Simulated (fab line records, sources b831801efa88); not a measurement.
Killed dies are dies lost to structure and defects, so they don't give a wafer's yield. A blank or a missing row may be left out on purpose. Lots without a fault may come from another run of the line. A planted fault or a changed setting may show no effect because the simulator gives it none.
fab line records | flow gf180mcu
record lots=6 wafers=18 last_day=34
route steps=602 shown MIM@507
lots that met no fault: from a run of the same line without faults
start_h: hours from the record's first day to the start of the lot's first wafer shown | wait_h: hours since the lot's step before | " the same as in the row above | L1.1+2: a row that stands for several wafers | - no value, or no start given | * or withheld: withheld | < > ~ a bound
route shown NAME@n: a module of which the file shows steps, and the number in the route of the first | usual: mean/standard deviation of fault-free wafers | same: alike in all rows | chamber/n: place in a boat | sites: the reading at each site | _std_site: their standard deviation | _edge_site: outer sites' mean less inner sites' | radius_mm: how far each site lies from the wafer's centre | mask NAME#n: copy n | behind: the tool/chamber that last shaped the wafer | hold: why the lot was held/for how many hours/how that ended | device: the transistor (n, p or np) that didn't switch | end of line: the same wafers' tests at the end of the route | a step without rows: its recipe alone | killed: dies lost to structure and defects at the first sort, not the wafer's yield | map: a wafer's dies, x killed, . not, _ none there
set.NAME: the setting as run; set.NAME@STEP: as run at that earlier step | model.NAME: the simulator's own value behind a step, which no gauge read
lots at some steps of the route; a table a step, a row a wafer
services: from which hour (start_h, from the record's first day; less than 0 if before it) a tool's chamber was out of use, for how many hours, and why
## steps
# step GF_MIM_SPUTTER_04
# recipe material=TiN target_thk_nm=50 power_w=6500 time_s=41.7 chamber_pressure_pa=0.4
# usual throttle_valve_pct=30.5/1.1
# columns lot.wafer tool chamber start_h wait_h throttle_valve_pct
L362.2 pvd_sputter-04 - 595.45 0.0 31.7
L362.4 " - " " 31.6
L362.5 " - " " 31.8
L369.1 pvd_sputter-02 - 655.04 0.0 30.3
L369.2 " - " " 32.0
L369.4 " - " " 31.6
L370.1 pvd_sputter-04 - 660.55 0.0 28.7
L370.3 " - " " 31.7
L370.4 " - " " 30.1
L378.2 pvd_sputter-03 - 711.23 0.0 30.5
L378.3 " - " " 28.3
L378.4 " - " " 31.2
L379.3 pvd_sputter-04 - 719.93 0.0 30.0
L379.5 " - " " 28.8
L379.6 " - " " 31.4
L380.2 pvd_sputter-03 - 725.89 0.0 30.6
L380.4 " - " " 31.2
L380.5 " - " " 29.8
# step GF_MIM_CVD_05
# recipe material=Si3N4 target_thk_nm=42 temp_max_c=400 temp_c=385 time_s=29.086 rf_w=450
# usual heater_power_w=724/94
# columns lot.wafer tool chamber start_h wait_h heater_power_w since_wet_clean_h
L362.2 pecvd-01 2 595.49 0.0 570 213
L362.4 " 1 " " 651 -
L362.5 " 2 " " 582 -
L369.1 pecvd-01 1 655.08 0.0 614 272
L369.2 " 0 " " 687 272
L369.4 " 0 " " 703 -
L370.1 pecvd-03 1 660.59 0.0 800 55
L370.3 " 0 " " 732 55
L370.4 " 1 " " 817 -
L378.2 pecvd-01 0 711.27 0.0 683 328
L378.3 " 1 " " 611 328
L378.4 " 2 " " 617 -
L379.3 pecvd-01 2 719.97 0.0 613 337
L379.5 " 0 " " 696 -
L379.6 " 2 " " 634 -
L380.2 pecvd-04 2 725.93 0.0 750 760
L380.4 " 2 " " 723 -
L380.5 " 1 " " 714 -
# step GF_MIM_THK_MEAS_06
# recipe reads=Si3N4_of_MIM_CVD_05
# usual MIM_CVD_05_THK=42.0/0.55
# columns lot.wafer tool chamber start_h wait_h MIM_CVD_05_THK[nm]
L362.2 film_metro-01 - 595.53 0.0 41.2
L362.4 " - " " 41.7
L362.5 " - " " 42.2
L369.1 film_metro-02 - 655.11 0.0 41.0
L369.2 " - " " 40.5
L369.4 " - " " 41.8
L370.1 film_metro-02 - 660.62 0.0 41.5
L370.3 " - " " 41.5
L370.4 " - " " 42.5
L378.2 film_metro-03 - 711.32 0.0 42.2
L378.3 " - " " 42.3
L378.4 " - " " 42.6
L379.3 film_metro-03 - 720.02 0.0 41.5
L379.5 " - " " 42.6
L379.6 " - " " 42.3
L380.2 film_metro-01 - 725.97 0.0 41.4
L380.4 " - " " 42.4
L380.5 " - " " 42.2
# step GF_MIM_SPUTTER_07
# recipe material=TiN target_thk_nm=60 power_w=6500 time_s=50 chamber_pressure_pa=0.4
# usual throttle_valve_pct=30.8/1.1
# columns lot.wafer tool chamber start_h wait_h throttle_valve_pct
L362.2 pvd_sputter-02 - 595.58 0.0 31.7
L362.4 " - " " 31.6
L362.5 " - " " 31.2
L369.1 pvd_sputter-04 - 655.17 0.1 31.8
L369.2 " - " " 30.3
L369.4 " - " " 31.4
L370.1 pvd_sputter-02 - 660.68 0.1 31.6
L370.3 " - " " 31.7
L370.4 " - " " 30.2
L378.2 pvd_sputter-04 - 711.37 0.0 30.0
L378.3 " - " " 31.6
L378.4 " - " " 30.2
L379.3 pvd_sputter-03 - 720.06 0.0 30.5
L379.5 " - " " 30.5
L379.6 " - " " 31.3
L380.2 pvd_sputter-04 - 726.02 0.0 30.4
L380.4 " - " " 31.6
L380.5 " - " " 31.6
# step GF_MIM_SPUTTER_08
# recipe material=AlCu target_thk_nm=200 power_w=10600 time_s=10.6 chamber_pressure_pa=0.4
# usual throttle_valve_pct=30.7/1.1
# columns lot.wafer tool chamber start_h wait_h throttle_valve_pct
L362.2 pvd_sputter-02 - 595.63 0.0 31.7
L362.4 " - " " 31.4
L362.5 " - " " 31.3
L369.1 pvd_sputter-04 - 655.22 0.0 31.6
L369.2 " - " " 30.0
L369.4 " - " " 31.4
L370.1 pvd_sputter-02 - 660.73 0.0 31.3
L370.3 " - " " 31.7
L370.4 " - " " 30.2
L378.2 pvd_sputter-04 - 711.41 0.0 30.1
L378.3 " - " " 31.7
L378.4 " - " " 30.1
L379.3 pvd_sputter-03 - 720.11 0.0 30.7
L379.5 " - " " 30.5
L379.6 " - " " 31.5
L380.2 pvd_sputter-04 - 726.06 0.0 30.0
L380.4 " - " " 31.4
L380.5 " - " " 31.6
# step GF_MIM_SPUTTER_09
# recipe material=TiN target_thk_nm=35 power_w=6500 time_s=29.2 chamber_pressure_pa=0.4
# usual throttle_valve_pct=30.8/1.1
# columns lot.wafer tool chamber start_h wait_h throttle_valve_pct
L362.2 pvd_sputter-02 - 595.65 0.0 31.7
L362.4 " - " " 31.9
L362.5 " - " " 31.1
L369.1 pvd_sputter-04 - 655.24 0.0 32.0
L369.2 " - " " 30.0
L369.4 " - " " 31.6
L370.1 pvd_sputter-02 - 660.75 0.0 31.8
L370.3 " - " " 31.7
L370.4 " - " " 30.1
L378.2 pvd_sputter-04 - 711.43 0.0 30.1
L378.3 " - " " 31.8
L378.4 " - " " 30.0
L379.3 pvd_sputter-03 - 720.13 0.0 30.7
L379.5 " - " " 30.6
L379.6 " - " " 31.3
L380.2 pvd_sputter-04 - 726.09 0.0 29.9
L380.4 " - " " 31.5
L380.5 " - " " 31.6
# step GF_MIM_RS_MEAS_10
# recipe thk_meas_gauge=four-point-probe reads=TiN_of_MIM_SPUTTER_09+AlCu_of_MIM_SPUTTER_08+TiN_of_MIM_SPUTTER_07
# usual MIM_ALCU_RS=0.1606/0.0021
# columns lot.wafer tool chamber start_h wait_h MIM_ALCU_RS[ohm/sq]
L362.2 film_metro-01 - 595.70 0.0 0.1605
L362.4 " - " " 0.1586
L362.5 " - " " 0.1607
L369.1 film_metro-01 - 655.27 0.0 0.1599
L369.2 " - " " 0.1593
L369.4 " - " " 0.1576
L370.1 film_metro-01 - 660.78 0.0 0.1586
L370.3 " - " " 0.1585
L370.4 " - " " 0.1572
L378.2 film_metro-01 - 711.49 0.0 0.1603
L378.3 " - " " 0.1595
L378.4 " - " " 0.1601
L379.3 film_metro-01 - 720.20 0.1 0.1578
L379.5 " - " " 0.1573
L379.6 " - " " 0.1568
L380.2 film_metro-02 - 726.14 0.0 0.1612
L380.4 " - " " 0.1603
L380.5 " - " " 0.1618
# step GF_MIM_THK_MEAS_11
# recipe thk_meas_gauge=xrf reads=AlCu_of_MIM_SPUTTER_08
# usual MIM_ALCU_THK=197.7/2.5
# columns lot.wafer tool chamber start_h wait_h MIM_ALCU_THK[nm]
L362.2 film_metro-01 - 595.81 0.1 197.4
L362.4 " - " " 199.4
L362.5 " - " " 198.6
L369.1 film_metro-01 - 655.39 0.1 199.3
L369.2 " - " " 198.8
L369.4 " - " " 202.8
L370.1 film_metro-01 - 660.90 0.1 201.0
L370.3 " - " " 200.1
L370.4 " - " " 202.0
L378.2 film_metro-01 - 711.60 0.1 196.3
L378.3 " - " " 197.8
L378.4 " - " " 197.6
L379.3 film_metro-01 - 720.30 0.1 198.5
L379.5 " - " " 200.8
L379.6 " - " " 200.7
L380.2 film_metro-02 - 726.25 0.1 197.1
L380.4 " - " " 197.5
L380.5 " - " " 196.5
# step GF_MIM_DEHYDRATE_12
# recipe temp_c=200 time_s=60
# step GF_MIM_HMDS_13
# recipe prime_time_s=60 prime_temp_c=120
# step GF_MIM_COAT_14
# recipe resist=NOVOLAK spin_rpm=3000 resist_thk_nm=1000
# step GF_MIM_SOFTBAKE_15
# recipe temp_c=90 time_s=60 resist=NOVOLAK
# step GF_MIM_EXPOSE_16
# recipe mask_id=FuseTop target_cd_nm=2000 na=0.6 source_shape=conventional sigma_outer=0.6 dose_mj=140
# usual exposure_dose_mJ_cm2=139.98/0.13 focus_offset_nm=0.0/0.5
# columns lot.wafer tool chamber start_h wait_h mask exposure_dose_mJ_cm2 focus_offset_nm
L362.2 iline_stepper-01 0 606.47 - FuseTop#0 140.03 -0.3
L362.4 " 0 " " FuseTop#0 139.97 -1.0
L362.5 " 0 " " FuseTop#0 140.05 0.2
L369.1 iline_stepper-01 - 664.38 - FuseTop#0 - -
L369.2 " - " " FuseTop#0 - -
L369.4 " - " " FuseTop#0 - -
L370.1 iline_stepper-01 - 670.58 - FuseTop#0 - -
L370.3 " - " " FuseTop#0 - -
L370.4 " - " " FuseTop#0 - -
L378.2 iline_stepper-02 0 720.30 - FuseTop#0 140.06 0.4
L378.3 " 0 " " FuseTop#0 139.67 0.5
L378.4 " 0 " " FuseTop#0 139.91 0.4
L379.3 iline_stepper-01 0 728.99 - FuseTop#0 140.10 0.6
L379.5 " 0 " " FuseTop#0 140.24 0.6
L379.6 " 0 " " FuseTop#0 139.97 -0.6
L380.2 iline_stepper-02 0 735.30 - FuseTop#0 139.74 0.1
L380.4 " 0 " " FuseTop#0 140.00 -0.4
L380.5 " 0 " " FuseTop#0 139.93 -0.4
# step GF_MIM_PEB_17
# recipe temp_c=withheld time_s=* resist=NOVOLAK
## services
# columns tool chamber start_h hours kind
iline_stepper-02 - 586.23 2.1 repair
pecvd-04 - 590.48 0.4 repair
pecvd-03 - 591.12 14.0 pm
pecvd-03 0 591.12 14.0 vent_cycle
pecvd-03 1 591.12 14.0 vent_cycle
pecvd-03 2 591.12 14.0 vent_cycle
pecvd-03 0 591.93 2.4 repair
pecvd-03 0 605.12 - clean
pvd_sputter-03 - 609.95 7.4 repair
pvd_sputter-03 - 614.79 6.3 repair
iline_stepper-01 - 621.74 6.6 repair
pecvd-04 - 638.72 0.9 repair
iline_stepper-01 - 645.47 0.7 repair
pvd_sputter-02 - 649.45 1.7 repair
iline_stepper-02 - 652.64 4.6 repair
iline_stepper-01 - 658.74 1.7 pm
pvd_sputter-03 - 659.16 2.1 repair
pvd_sputter-02 - 673.94 5.4 repair
pecvd-01 - 679.32 6.0 pm
iline_stepper-02 0 681.45 - calibration
iline_stepper-01 - 687.29 8.9 pm
pvd_sputter-03 - 696.49 2.0 repair
pvd_sputter-04 - 713.63 0.9 repair
iline_stepper-02 - 730.88 1.7 pm
## key
first_sign step=GF_MIM_EXPOSE_16 reading=tool_record direction=missing
effect none on later readings
met_at GF_MIM_EXPOSE_16
struck_wafers L369.1,L369.2,L369.4,L370.1,L370.3,L370.4
later_rows_left_out L369.1,L369.2,L369.4,L370.1,L370.3,L370.4
sort_left_out L369.1,L369.2,L369.4,L370.1,L370.3,L370.4
onset_between 606.47 664.38
fault kind=skipped_step_whole tool=iline_stepper-01 chamber=- onset_h=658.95 steps=GF_MIM_EXPOSE_16 scope=struck_lots_only
# sort_left_out: the simulated sort isn't trusted on such a fault, so these wafers' sort isn't shown, and their yield isn't known
# later_rows_left_out: the simulator's readings of these wafers behind a module that went badly wrong aren't trusted and aren't shown, but for the sort
